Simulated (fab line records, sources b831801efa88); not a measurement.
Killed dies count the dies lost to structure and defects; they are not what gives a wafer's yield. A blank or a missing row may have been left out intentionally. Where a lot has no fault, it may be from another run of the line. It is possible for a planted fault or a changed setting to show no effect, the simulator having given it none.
Chamber matching | flow gf180mcu | GF_V1_ETCH_16 on rie-diel-04: 4 sister chambers
The step etches BARC in N2/H2. 8 wafers are shown with their chamber, then 7 later ones without.

== EACH WAFER AND ITS CHAMBER ==
wafer  | chamber | oes-product-au (a.u.) | throttle-valve-pct (%)
L355.6 | 0       | 0.848                 | 13.217
L356.1 | 3       | 0.845                 | 13.226
L356.6 | 0       | 0.854                 | 13.218
L357.1 | 3       | 0.860                 | 13.227
L357.5 | 2       | 0.857                 | 13.216
L357.6 | 1       | 0.852                 | 13.224
L358.2 | 2       | 0.862                 | 13.225
L358.3 | 1       | 0.849                 | 13.233

== WAFERS WITH NO CHAMBER GIVEN ==
wafer  | oes-product-au (a.u.) | throttle-valve-pct (%)
L358.5 | 0.853                 | 13.224
L360.3 | 0.852                 | 13.234
L360.5 | 0.860                 | 13.223
L360.6 | 0.862                 | 13.231
L363.2 | 0.863                 | 13.236
L363.3 | 0.860                 | 13.200
L363.6 | 0.862                 | 13.217

== WHICH CHAMBER EACH ONE RAN IN ==
wafer  | from the rows above               | in truth
L358.5 | can't be placed: 3 or 1 or 2 or 0 | 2
L360.3 | can't be placed: 1 or 3 or 2      | 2
L360.5 | can't be placed: 2 or 3 or 0 or 1 | 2
L360.6 | can't be placed: 3 or 1 or 2 or 0 | 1
L363.2 | can't be placed: 1 or 3 or 2 or 0 | 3
L363.3 | can't be placed: 0 or 2 or 3      | 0
L363.6 | can't be placed: 2 or 0 or 3      | 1
Placed correctly: 0 of 7. From these rows, 7 cannot be placed; in 6 the true chamber is one of the candidates. Wrongly placed: 0.
How it was worked out, from the rows above alone: a wafer's distance from a chamber is the root of the sum, over the readings, of the square of ((its reading less the chamber's mean) divided by the reading's scatter). The wafer belongs to the nearest chamber; if the next one is less than 2 further off, it can't be placed. The mean given for a chamber averages the wafers shown for that chamber. The scatter: the root of (the sum of the squares of (reading less its chamber's mean) over the shown wafers, divided by (wafers less chambers)).
